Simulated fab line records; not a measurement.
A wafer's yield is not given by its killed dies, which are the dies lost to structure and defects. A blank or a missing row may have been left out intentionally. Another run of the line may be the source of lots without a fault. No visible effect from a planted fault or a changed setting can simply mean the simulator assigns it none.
Struck lot and sound lot, side by side | flow sfqLine | 14 steps out of a route of 325
Sound: wafers L433.3, L433.5, L433.6. Struck: wafers L421.3, L421.6 (left out: L421.4, a lot-mate that was not struck); the cause follows at the end.
Per side, at each step with rows, come the tool, then ch with its chambers, and then its first start. Under that, the readings that differ: sound wafers | struck wafers | difference of the means | sigmas: that difference in standard deviations of wafers without a fault.
alike: same words and numbers on both sides, and readings whose means sit less than 2 such deviations apart. not compared: any withheld reading, any reading some wafer has no value for, any bound like >300 that may hide the same value, and any number with overlapping values for which the record gives no deviation.
A row with sigmas, a row that says differs or no value, or rows on one side alone: a step with any of these is where the two part. When numbers do not overlap yet have no deviation, they are printed without sigmas and do not part them. Lack of a reading on every wafer of one side parts them only where that side has two or more wafers.

SFQ_TRILAYER_L0_STRIP_STRIP_009: strips in O2.
  sound on rieMetal-02 ch 0,1, day 9 06:55; struck on rieMetal-02 ch 0,1, day 5 20:48
  alike: chamberPressureMTorr, drypumpMotorCurrentA, oesProductAu, platenTempC
  not compared: rfHoursCounterH
then, 1 step without rows for these wafers: SFQ_TRILAYER_L0_STRIP_SOLV_CLEAN_010 (cleans in NMP, time 600 s).
SFQ_TRILAYER_L0_CAP_PECVD_011: deposits SiO2 from SiH4/N2O, time 13.333 s, target thk 60 nm.
  sound on pecvd-04 ch 0,1,2, day 9 07:29; struck on pecvd-02 ch 1,2, day 5 21:23
  alike: heaterPowerW, rfFwdPowerW, throttleValvePct
then, 6 steps without rows for these wafers: SFQ_TRILAYER_L0_VIA_LITHO_COAT_018 (resist thk 62 nm); SFQ_TRILAYER_L0_VIA_LITHO_COAT_013 (resist thk 650 nm); SFQ_TRILAYER_L0_VIA_LITHO_SOFTBAKE_017; SFQ_TRILAYER_L0_VIA_LITHO_EXPOSE_014 (exposes mask L0V, target cd 700 nm); SFQ_TRILAYER_L0_VIA_LITHO_PEB_016 (peb time 60 s); SFQ_TRILAYER_L0_VIA_LITHO_DEVELOP_015 (time 60 s).
-- the record jumps here: 4 days lie between the struck wafers' starts before and after --
SFQ_L0V_OVL_MEAS_903:
  sound: overlay-02 at day 13 13:08; struck: overlay-01 at day 9 23:49
  alike: L0V_OVL
SFQ_TRILAYER_L0_VIA_BARC_OPEN_VIA_ETCH_021: etches BARC in O2, target depth 125 nm, time 41.7 s.
  sound on rieDiel-03 ch 0,3, day 13 13:10; struck on rieDiel-01 ch 0,1, day 9 23:50
  alike: drypumpMotorCurrentA, oesProductAu, rfFwdPowerW
  not compared: rfHoursCounterH
SFQ_TRILAYER_L0_VIA_ETCH_VIA_ETCH_016: etches SiO2 in CHF3, stops on MoNx KI, target depth 80 nm.
  sound on rieDiel-03 ch 0,3, day 13 13:12; struck on rieDiel-01 ch 0,1, day 9 23:52
  alike: drypumpMotorCurrentA, oesProductAu, rfFwdPowerW
SFQ_TRILAYER_L0_VIA_STRIP_STRIP_017: strips in O2.
  sound on rieMetal-04 ch 0,1, day 13 13:27; struck on rieMetal-02 ch 0, day 10 00:07
reading                      | sound             | struck      | difference | sigmas
chamberPressureMTorr (mTorr) | 50.01 50.03 50.05 | 59.92 60.05 | +9.95      | +99 or more
drypumpMotorCurrentA (A)     | 5.8 5.8 5.3       | 6.4 6.4     | +0.8       | +2
  alike: oesProductAu, platenTempC
  not compared: rfHoursCounterH
then, 1 step without rows for these wafers: SFQ_TRILAYER_L0_VIA_STRIP_SOLV_CLEAN_018 (cleans in NMP, time 600 s).

WHERE THEY PART
Only at SFQ_TRILAYER_L0_VIA_STRIP_STRIP_017, within this record.

WHY: what the simulator had put in
rieMetal-02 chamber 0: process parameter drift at SFQ_TRILAYER_L0_VIA_STRIP_STRIP_017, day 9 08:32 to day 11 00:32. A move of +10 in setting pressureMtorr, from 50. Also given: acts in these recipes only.
